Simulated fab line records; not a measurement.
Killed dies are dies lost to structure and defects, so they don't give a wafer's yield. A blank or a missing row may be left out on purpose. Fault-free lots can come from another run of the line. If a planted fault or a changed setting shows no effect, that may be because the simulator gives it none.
fab line records ; flow sky130
record lots=12; wafers=34; last_day=50
route steps=708 shown POLY_CUT@315 SD_P@328 SD_N@356
lots that met no fault: taken from a fault-free run of the same line
start_h: hours from the record's first day to the start of the lot's first wafer shown ; wait_h: how many hours have passed since the lot's step before this one ; " unchanged from the row above ; L1.1+2: a row that stands for several wafers ; - no value, or no start was given ; * or withheld: withheld ; < > ~ a bound
route shown NAME@n: a module of which the file shows steps, and the number in the route of the first ; usual: mean/standard deviation of fault-free wafers ; same: alike in all rows ; chamber/n: place in a boat ; sites: each site's reading ; _std_site: the standard deviation of these ; _edge_site: the outer-site mean with the inner-site mean subtracted ; radius_mm: how far each site lies from the wafer's centre ; mask NAME#n: copy n ; behind: tool/chamber where the wafer was last shaped ; hold: what put the lot on hold/how long, in hours/how the hold closed ; device: whichever transistor did not switch (one of n, p or np) ; end of line: the tests these same wafers got at the end of their route ; a step given without rows: its recipe and nothing more ; killed: not the wafer's yield, but the dies lost to structure and defects at the first sort ; map: dies across one wafer; x = killed, . = not, _ = none there
set.NAME: the setting as run; set.NAME@STEP: as run at that earlier step ; model.NAME: the simulator's own value behind a step, which no gauge read
the route's steps for a sample of lots (tables are steps, rows are wafers)
services: from which hour (start_h, from the record's first day; less than 0 if before it) a tool's chamber was out of use, for how many hours, and why
## steps
# step SKY_POLY_CUT_CD_MEAS_08
# recipe target_cd_nm=270
# usual cd_nm=270.0/1
lot.wafer;tool;chamber;start_h;wait_h;cd_nm
L214.1;cd_sem-01;-;556.79;-;268.2
L214.5;cd_sem-01;-;556.79;-;270.0
L214.6;cd_sem-01;-;556.79;-;268.3
L215.2;cd_sem-01;-;565.31;-;270.5
L215.3;cd_sem-01;-;565.31;-;269.3
L215.4;cd_sem-01;-;565.31;-;270.1
L216.3;cd_sem-02;-;580.93;-;270.1
L216.4;cd_sem-02;-;580.93;-;269.3
L216.6;cd_sem-02;-;580.93;-;268.6
L218.1;cd_sem-01;-;598.55;-;269.4
L218.3;cd_sem-01;-;598.55;-;272.1
L218.6;cd_sem-01;-;598.55;-;270.1
L220.3;cd_sem-02;-;604.13;-;270.4
L220.4;cd_sem-02;-;604.13;-;269.6
L220.5;cd_sem-02;-;604.13;-;270.0
L221.1;cd_sem-01;-;624.43;-;270.7
L221.2;cd_sem-01;-;624.43;-;269.0
L221.4;cd_sem-01;-;624.43;-;270.7
L223.1;cd_sem-01;-;631.28;-;269.3
L223.5;cd_sem-01;-;631.28;-;270.4
L223.6;cd_sem-01;-;631.28;-;269.5
L228.4;cd_sem-02;-;673.60;-;271.3
L228.5;cd_sem-02;-;673.60;-;270.4
L228.6;cd_sem-02;-;673.60;-;271.2
L230.4;cd_sem-01;-;693.61;-;272.1
L233.2;cd_sem-01;-;717.40;-;271.6
L233.4;cd_sem-01;-;717.40;-;271.8
L233.6;cd_sem-01;-;717.40;-;271.2
L235.1;cd_sem-01;-;720.70;-;270.3
L235.3;cd_sem-01;-;720.70;-;271.0
L235.4;cd_sem-01;-;720.70;-;270.4
L237.1;cd_sem-01;-;738.13;-;270.8
L237.2;cd_sem-01;-;738.13;-;269.8
L237.6;cd_sem-01;-;738.13;-;270.3
# step SKY_SD_P_OVL_MEAS_08
# usual SD_P_OVL=0.5/1.4
lot.wafer;tool;chamber;start_h;wait_h;SD_P_OVL[nm]
L214.1;overlay-02;-;586.11;0.1;1.1
L214.5;overlay-02;-;586.11;0.1;0.8
L214.6;overlay-02;-;586.11;0.1;0.3
L215.2;overlay-02;-;594.93;0.1;2.4
L215.3;overlay-02;-;594.93;0.1;-0.8
L215.4;overlay-02;-;594.93;0.1;0.6
L216.3;overlay-01;-;610.27;0.1;0.4
L216.4;overlay-01;-;610.27;0.1;-0.7
L216.6;overlay-01;-;610.27;0.1;-0.6
L218.1;overlay-02;-;627.81;0.1;-2.1
L218.3;overlay-02;-;627.81;0.1;-2.3
L218.6;overlay-02;-;627.81;0.1;-1.6
L220.3;overlay-02;-;633.69;0.1;-0.4
L220.4;overlay-02;-;633.69;0.1;0.2
L220.5;overlay-02;-;633.69;0.1;-0.9
L221.1;overlay-01;-;653.41;0.1;1.1
L221.2;overlay-01;-;653.41;0.1;-2.0
L221.4;overlay-01;-;653.41;0.1;-0.4
L223.1;overlay-01;-;659.27;0.1;0.4
L223.5;overlay-01;-;659.27;0.1;1.6
L223.6;overlay-01;-;659.27;0.1;-0.7
L228.4;overlay-01;-;701.63;0.1;0.0
L228.5;overlay-01;-;701.63;0.1;0.8
L228.6;overlay-01;-;701.63;0.1;1.0
L230.4;overlay-01;-;721.44;0.1;-2.2
L233.2;overlay-01;-;745.36;0.1;3.6
L233.4;overlay-01;-;745.36;0.1;1.6
L233.6;overlay-01;-;745.36;0.1;1.1
L235.1;overlay-02;-;748.82;0.1;-0.4
L235.3;overlay-02;-;748.82;0.1;-1.0
L235.4;overlay-02;-;748.82;0.1;0.8
L237.1;overlay-02;-;764.76;0.1;1.4
L237.2;overlay-02;-;764.76;0.1;1.7
L237.6;overlay-02;-;764.76;0.1;2.0
# step SKY_SD_P_STRIP_10
# recipe chemistry=O2/N2; power_w=1400; pressure_mtorr=1500; platen_temp_c=withheld; o2_flow_sccm=3000; n2_flow_sccm=300; overash_fraction=0.5
# usual drypump_motor_current_A=5.6/0.38; oes_product_au=0.618/0.0042; strip_time_to_endpoint_s=17.49/0.041
lot.wafer;tool;chamber;start_h;wait_h;drypump_motor_current_A;oes_product_au;rf_hours_counter_h;strip_time_to_endpoint_s
L214.1;plasma_asher-04;0;586.29;0.1;5.4;0.619;15;17.50
L214.5;plasma_asher-04;0;586.29;0.1;5.4;0.611;-;17.54
L214.6;plasma_asher-04;1;586.29;0.1;5.3;0.621;-;17.51
L215.2;plasma_asher-03;0;595.11;0.1;6.1;0.618;51;17.43
L215.3;plasma_asher-03;1;595.11;0.1;5.0;0.619;-;17.43
L215.4;plasma_asher-03;0;595.11;0.1;6.1;0.619;-;17.44
L216.3;plasma_asher-04;1;610.48;0.1;5.3;0.615;-;17.53
L216.4;plasma_asher-04;0;610.48;0.1;5.4;0.616;-;17.52
L216.6;plasma_asher-04;1;610.48;0.1;5.3;0.617;-;17.44
L218.1;plasma_asher-04;0;627.99;0.1;5.4;0.612;20;17.54
L218.3;plasma_asher-04;1;627.99;0.1;5.3;0.615;-;17.46
L218.6;plasma_asher-04;0;627.99;0.1;5.5;0.617;-;17.46
L220.3;plasma_asher-04;0;633.89;0.1;5.5;0.622;-;17.50
L220.4;plasma_asher-04;1;633.89;0.1;5.3;0.613;-;17.47
L220.5;plasma_asher-04;0;633.89;0.1;5.4;0.617;-;17.48
L221.1;plasma_asher-03;1;653.59;0.1;5.0;0.618;57;17.40
L221.2;plasma_asher-03;0;653.59;0.1;6.1;0.614;57;17.44
L221.4;plasma_asher-03;1;653.59;0.1;5.0;0.613;-;17.48
L223.1;plasma_asher-01;0;659.46;0.1;5.9;0.617;96;17.52
L223.5;plasma_asher-01;0;659.46;0.1;5.9;0.610;-;17.46
L223.6;plasma_asher-01;1;659.46;0.1;5.7;0.618;-;17.43
L228.4;plasma_asher-01;0;701.83;0.1;5.9;0.614;-;17.51
L228.5;plasma_asher-01;1;701.83;0.1;5.7;0.616;-;17.51
L228.6;plasma_asher-01;0;701.83;0.1;5.9;0.618;-;17.51
L230.4;plasma_asher-03;0;721.64;0.1;6.1;0.621;-;17.47
L233.2;plasma_asher-01;1;745.54;0.1;5.7;0.618;0;17.48
L233.4;plasma_asher-01;0;745.54;0.1;5.9;0.615;-;17.44
L233.6;plasma_asher-01;0;745.54;0.1;5.9;0.611;-;17.51
L235.1;plasma_asher-03;1;749.01;0.1;5.0;0.618;66;17.48
L235.3;plasma_asher-03;1;749.01;0.1;5.0;0.615;-;17.43
L235.4;plasma_asher-03;0;749.01;0.1;6.1;0.611;-;17.44
L237.1;plasma_asher-03;0;764.94;0.1;6.1;0.619;68;17.50
L237.2;plasma_asher-03;1;764.94;0.1;4.9;0.616;68;17.53
L237.6;plasma_asher-03;1;764.94;0.1;5.0;0.617;-;17.52
# step SKY_SD_N_RTA_14
# recipe temp_c=1075; time_s=2; idle_temp_c=650; ramp_up_c_per_s=150; ramp_down_c_per_s=90; ambient=N2
# usual chamber_o2_ppm=2.003/0.021; lamp_power_pct=15.73/0.052; wafer_temp_C_max=1078.1/1.3
lot.wafer;tool;chamber;start_h;wait_h;chamber_o2_ppm;lamp_power_pct;wafer_temp_C_max
L214.1;rtp_anneal-02;0;644.54;0.0;1.991;15.65;1076.7
L214.5;rtp_anneal-02;0;644.54;0.0;1.967;15.68;1080.3
L214.6;rtp_anneal-02;0;644.54;0.0;2.003;15.80;1077.3
L215.2;rtp_anneal-01;0;653.20;0.0;2.000;15.70;1078.2
L215.3;rtp_anneal-01;0;653.20;0.0;1.989;15.72;1080.2
L215.4;rtp_anneal-01;0;653.20;0.0;2.009;15.67;1078.2
L216.3;rtp_anneal-02;0;667.96;0.0;2.014;15.60;1075.9
L216.4;rtp_anneal-02;0;667.96;0.0;2.040;15.70;1075.9
L216.6;rtp_anneal-02;0;667.96;0.0;2.028;15.73;1078.2
L218.1;rtp_anneal-02;0;684.34;0.0;2.015;15.74;1078.7
L218.3;rtp_anneal-02;0;684.34;0.0;2.020;15.76;1079.3
L218.6;rtp_anneal-02;0;684.34;0.0;1.977;15.76;1079.1
L220.3;rtp_anneal-02;0;689.55;0.0;1.987;15.65;1076.8
L220.4;rtp_anneal-02;0;689.55;0.0;2.003;15.69;1077.6
L220.5;rtp_anneal-02;0;689.55;0.0;2.014;15.84;1080.3
L221.1;rtp_anneal-01;0;709.74;0.0;2.004;15.68;1077.2
L221.2;rtp_anneal-01;0;709.74;0.0;2.018;15.72;1078.9
L221.4;rtp_anneal-01;0;709.74;0.0;2.023;15.76;1076.4
L223.1;rtp_anneal-01;0;715.40;0.0;1.980;15.73;1077.1
L223.5;rtp_anneal-01;0;715.40;0.0;1.967;15.79;1078.3
L223.6;rtp_anneal-01;0;715.40;0.0;1.976;15.71;1081.6
L228.4;rtp_anneal-02;0;757.57;0.0;1.991;15.72;1076.3
L228.5;rtp_anneal-02;0;757.57;0.0;2.013;15.79;1078.4
L228.6;rtp_anneal-02;0;757.57;0.0;1.998;15.73;1077.9
L230.4;rtp_anneal-02;0;776.22;0.0;2.020;15.79;1084.0
L233.2;rtp_anneal-01;0;799.56;0.0;2.040;15.79;1079.5
L233.4;rtp_anneal-01;0;799.56;0.0;1.980;15.66;1080.0
L233.6;rtp_anneal-01;0;799.56;0.0;1.945;15.67;1079.7
L235.1;rtp_anneal-01;0;801.50;0.0;2.045;15.77;1078.8
L235.3;rtp_anneal-01;0;801.50;0.0;1.993;15.75;1076.2
L235.4;rtp_anneal-01;0;801.50;0.0;2.018;15.75;1078.2
L237.1;rtp_anneal-01;0;817.64;0.0;2.024;15.73;1075.8
L237.2;rtp_anneal-01;0;817.64;0.0;1.987;15.69;1078.7
L237.6;rtp_anneal-01;0;817.64;0.0;1.973;15.79;1077.1
# step SKY_SD_N_RS_MEAS_16
# recipe thk_meas_gauge=four-point-probe
# usual SD_N_RS=68.51/0.16
lot.wafer;tool;chamber;start_h;wait_h;SD_N_RS[ohm/sq]
L214.1;film_metro-04;-;644.72;0.1;68.61
L214.5;film_metro-04;-;644.72;0.1;68.62
L214.6;film_metro-04;-;644.72;0.1;68.59
L215.2;film_metro-03;-;653.39;0.1;68.28
L215.3;film_metro-03;-;653.39;0.1;68.40
L215.4;film_metro-03;-;653.39;0.1;68.47
L216.3;film_metro-04;-;668.16;0.1;68.68
L216.4;film_metro-04;-;668.16;0.1;68.68
L216.6;film_metro-04;-;668.16;0.1;68.76
L218.1;film_metro-04;-;684.52;0.1;68.71
L218.3;film_metro-04;-;684.52;0.1;68.56
L218.6;film_metro-04;-;684.52;0.1;68.66
L220.3;film_metro-02;-;689.75;0.1;68.29
L220.4;film_metro-02;-;689.75;0.1;68.29
L220.5;film_metro-02;-;689.75;0.1;68.19
L221.1;film_metro-02;-;709.92;0.1;68.49
L221.2;film_metro-02;-;709.92;0.1;68.40
L221.4;film_metro-02;-;709.92;0.1;68.55
L223.1;film_metro-04;-;715.58;0.1;68.84
L223.5;film_metro-04;-;715.58;0.1;68.64
L223.6;film_metro-04;-;715.58;0.1;68.61
L228.4;film_metro-03;-;757.78;0.1;68.25
L228.5;film_metro-03;-;757.78;0.1;68.42
L228.6;film_metro-03;-;757.78;0.1;68.31
L230.4;film_metro-02;-;776.43;0.1;67.44
L233.2;film_metro-02;-;799.75;0.1;68.43
L233.4;film_metro-02;-;799.75;0.1;68.48
L233.6;film_metro-02;-;799.75;0.1;68.38
L235.1;film_metro-02;-;801.68;0.1;68.62
L235.3;film_metro-02;-;801.68;0.1;68.48
L235.4;film_metro-02;-;801.68;0.1;68.54
L237.1;film_metro-02;-;817.82;0.1;68.54
L237.2;film_metro-02;-;817.82;0.1;68.59
L237.6;film_metro-02;-;817.82;0.1;68.45
# step SKY_SD_N_RS_MEAS_17
# recipe thk_meas_gauge=four-point-probe
# usual SD_P_RS=146.9/0.42
lot.wafer;tool;chamber;start_h;wait_h;SD_P_RS[ohm/sq]
L214.1;film_metro-04;-;644.84;0.1;147.3
L214.5;film_metro-04;-;644.84;0.1;147.2
L214.6;film_metro-04;-;644.84;0.1;147.0
L215.2;film_metro-03;-;653.51;0.1;146.7
L215.3;film_metro-03;-;653.51;0.1;146.6
L215.4;film_metro-03;-;653.51;0.1;146.6
L216.3;film_metro-04;-;668.28;0.1;147.2
L216.4;film_metro-04;-;668.28;0.1;147.6
L216.6;film_metro-04;-;668.28;0.1;147.5
L218.1;film_metro-04;-;684.64;0.1;147.4
L218.3;film_metro-04;-;684.64;0.1;147.4
L218.6;film_metro-04;-;684.64;0.1;147.1
L220.3;film_metro-02;-;689.87;0.1;146.6
L220.4;film_metro-02;-;689.87;0.1;146.6
L220.5;film_metro-02;-;689.87;0.1;146.8
L221.1;film_metro-02;-;710.04;0.1;147.1
L221.2;film_metro-02;-;710.04;0.1;146.4
L221.4;film_metro-02;-;710.04;0.1;146.7
L223.1;film_metro-04;-;715.70;0.1;148.0
L223.5;film_metro-04;-;715.70;0.1;147.4
L223.6;film_metro-04;-;715.70;0.1;147.4
L228.4;film_metro-03;-;757.90;0.1;146.1
L228.5;film_metro-03;-;757.90;0.1;146.3
L228.6;film_metro-03;-;757.90;0.1;146.1
L230.4;film_metro-02;-;776.55;0.1;142.6
L233.2;film_metro-02;-;799.87;0.1;146.2
L233.4;film_metro-02;-;799.87;0.1;146.9
L233.6;film_metro-02;-;799.87;0.1;146.7
L235.1;film_metro-02;-;801.80;0.1;147.0
L235.3;film_metro-02;-;801.80;0.1;146.8
L235.4;film_metro-02;-;801.80;0.1;146.9
L237.1;film_metro-02;-;817.94;0.1;147.0
L237.2;film_metro-02;-;817.94;0.1;147.2
L237.6;film_metro-02;-;817.94;0.1;146.9
## services
tool;chamber;start_h;hours;kind
plasma_asher-01;-;590.03;6.1;repair
plasma_asher-03;-;615.88;0.7;repair
plasma_asher-01;-;733.79;9.0;pm
plasma_asher-01;0;733.79;9.0;vent_cycle
plasma_asher-01;1;733.79;9.0;vent_cycle
plasma_asher-01;0;742.79;-;clean
plasma_asher-01;1;742.79;-;clean
plasma_asher-04;-;791.74;1.2;repair
## key
first_sign step=SKY_SD_N_RTA_14; reading=wafer_temp_C_max; direction=up; sigmas=4.6; usual=*; struck=*
effect step=SKY_SD_N_RS_MEAS_16; reading=SD_N_RS; direction=down; sigmas=6.7; usual=68.51; struck=67.44
effect step=SKY_SD_N_RS_MEAS_17; reading=SD_P_RS; direction=down; sigmas=10; usual=146.9; struck=142.6
met_at SKY_SD_N_RTA_14
struck_lots L230
tester_left_out L230
not_acting_at SKY_POLY_CUT_CD_MEAS_08,SKY_SD_P_OVL_MEAS_08,SKY_SD_P_STRIP_10
onset_between 757.57 776.22
fault kind=process_parameter_drift; tool=rtp_anneal-02; chamber=-; onset_h=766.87; steps=SKY_SD_N_RTA_14; channel=temp_c; offset=*; shape=step; end_h=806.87; acts_in=*; stated=*
# tester_left_out: of these lots the tester's yield and bins aren't shown, on N5 and GAA mostly nor the transistor test; their killed dies are dies lost to structure and defects alone, not to doping, threshold or leakage, so they don't give the yield
